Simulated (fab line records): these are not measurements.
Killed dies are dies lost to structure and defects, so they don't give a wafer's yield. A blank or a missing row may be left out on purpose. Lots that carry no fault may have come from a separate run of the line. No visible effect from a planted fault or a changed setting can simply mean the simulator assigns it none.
Comparing a struck lot with a sound one + flow sfqLine + 21 out of 325 route steps
Sound: the wafers L991.3, L991.5, L991.6. Wafers L992.2, L992.5, L992.6 were the ones struck. Last of all comes the cause.
Order at every step that has rows: each side's tool, ch and its chambers, its first start. Under that, the readings that differ: sound wafers + struck wafers + difference of the means + sigmas: that difference in standard deviations of wafers without a fault.
alike: a reading whose means differ by less than 2 such deviations, as well as words and numbers matching on both sides. not compared: withheld readings; readings where some wafer has no value; bounds like >300 that might hide an equal value; numbers whose values overlap and for which the record gives no deviation.
Wherever a step has rows on one side only, a row that says differs or no value, or a row with sigmas, the two part there. When numbers do not overlap yet have no deviation, they are printed without sigmas and do not part them. Lack of a reading on every wafer of one side parts them only where that side has two or more wafers.

first, 3 steps without rows for these wafers: SFQ_TRILAYER_M6_LITHO_EXPOSE_160 (exposes mask M6, target cd 500 nm); SFQ_TRILAYER_M6_LITHO_PEB_162 (peb time 60 s); SFQ_TRILAYER_M6_LITHO_DEVELOP_161 (time 60 s).
SFQ_M6_OVL_MEAS_940:
  sound on overlay-01, day 72 13:08; struck on overlay-01, day 72 16:43
  alike: M6_OVL
SFQ_TRILAYER_M6_BARC_OPEN_METAL_ETCH_206: etches BARC in O2, target depth 125 nm, time 41.7 s.
  sound on rieMetal-03 ch 0,1, day 72 13:10; struck on rieMetal-03 ch 0,1, day 72 16:45
  alike: chamberPressureMTorr, drypumpMotorCurrentA, oesProductAu
  not compared: rfHoursCounterH
then, 1 step without rows for these wafers: SFQ_TRILAYER_M6_ETCH_METAL_ETCH_162 (etches Nb in Cl2/Ar, stops on SiO2, target depth 240 nm, time 120 s).
SFQ_TRILAYER_M6_STRIP_STRIP_163: strips in O2.
  sound on rieMetal-03 ch 0,1, day 72 13:32; struck on rieMetal-03 ch 0,1, day 72 16:56
  alike: chamberPressureMTorr, drypumpMotorCurrentA, oesProductAu, platenTempC
  not compared: rfHoursCounterH
then, 1 step without rows for these wafers: SFQ_TRILAYER_M6_STRIP_SOLV_CLEAN_164 (cleans in NMP, time 600 s).
SFQ_TRILAYER_I6_DEP_PECVD_165: deposits SiO2 from SiH4/N2O, time 111.11 s, target thk 500 nm.
  sound on pecvd-01 ch 1,2, day 72 14:07; struck on pecvd-02 ch 1,2, day 72 17:43
  alike: heaterPowerW, throttleValvePct
  not compared: sinceWetCleanH
SFQ_TRILAYER_I6_CMP_CMP_166: polishes SiO2.
  sound on cmp-02 ch 0,1, day 72 14:41; struck on cmp-02 ch 0,1, day 72 17:47
  alike: headPressurePsi, motorCurrentA, timeToEndpointS
SFQ_I6_BOW_MEAS_941:
  sound on filmMetro-01, day 72 17:14; struck on filmMetro-03, day 72 20:49
  alike: I6_BOW
SFQ_TRILAYER_I6_METRO_MEASURE_167:
  sound on filmMetro-01, day 72 17:43; struck on filmMetro-03, day 72 21:07
  alike: thkNm
SFQ_TRILAYER_I6_VIA_LITHO_COAT_174: resist thk 62 nm.
  sound on lithoTrack-03 ch 0, day 72 18:37; struck on lithoTrack-03 ch 0, day 72 22:10
| reading                                                 | sound                | struck               | difference | sigmas |
|---------------------------------------------------------|----------------------|----------------------|------------|--------|
| spinSpeedRpm (rpm)                                      | 3000.2 3001.9 3000.5 | 2918.7 2920.4 2922.9 | -80.2      | -40    |
| model.BARC_of_TRILAYER_I6_VIA_LITHO_COAT_174.thkNm (nm) | 62.05 62.24 62.13    | 62.91 62.87 63.05    | +0.80      |        |
then, 5 steps without rows for these wafers: SFQ_TRILAYER_I6_VIA_LITHO_COAT_169 (resist thk 650 nm); SFQ_TRILAYER_I6_VIA_LITHO_SOFTBAKE_173; SFQ_TRILAYER_I6_VIA_LITHO_EXPOSE_170 (exposes mask I6, target cd 700 nm); SFQ_TRILAYER_I6_VIA_LITHO_PEB_172 (peb time 60 s); SFQ_TRILAYER_I6_VIA_LITHO_DEVELOP_171 (time 60 s).
-- the record jumps here: 4 days lie between the struck wafers' starts before and after --
SFQ_I6_OVL_MEAS_942:
  sound on overlay-02, day 77 02:08; struck on overlay-02, day 77 06:55
| reading     | sound      | struck   | difference | sigmas |
|-------------|------------|----------|------------|--------|
| I6_OVL (nm) | -16 -14 -8 | 15 14 14 | +27        | +4     |
SFQ_TRILAYER_I6_VIA_BARC_OPEN_VIA_ETCH_235: etches BARC in O2, target depth 125 nm, time 41.7 s.
  sound on rieDiel-04 ch 0,1,2, day 77 02:09; struck on rieDiel-02 ch 0,1, day 77 06:57
| reading                 | sound             | struck            | difference | sigmas |
|-------------------------|-------------------|-------------------|------------|--------|
| model.etch.depthNm (nm) | 62.05 62.24 62.13 | 62.91 62.87 63.05 | +0.80      |        |
  alike: chamberPressureMTorr, drypumpMotorCurrentA, oesProductAu
  not compared: rfHoursCounterH
then, 1 step without rows for these wafers: SFQ_TRILAYER_I6_VIA_ETCH_VIA_ETCH_172 (etches SiO2 in CHF3, stops on Nb, target depth 260 nm).

WHERE THEY PART
Last at SFQ_I6_OVL_MEAS_942 as far as this record goes, first at SFQ_TRILAYER_I6_VIA_LITHO_COAT_174. Later steps at which nothing parts them and some readings are alike: SFQ_TRILAYER_I6_VIA_BARC_OPEN_VIA_ETCH_235.

WHY: what had been put in by the simulator
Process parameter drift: lithoTrack-03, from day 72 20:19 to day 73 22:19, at SFQ_TRILAYER_I6_VIA_LITHO_COAT_174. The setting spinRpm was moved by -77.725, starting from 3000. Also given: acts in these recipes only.
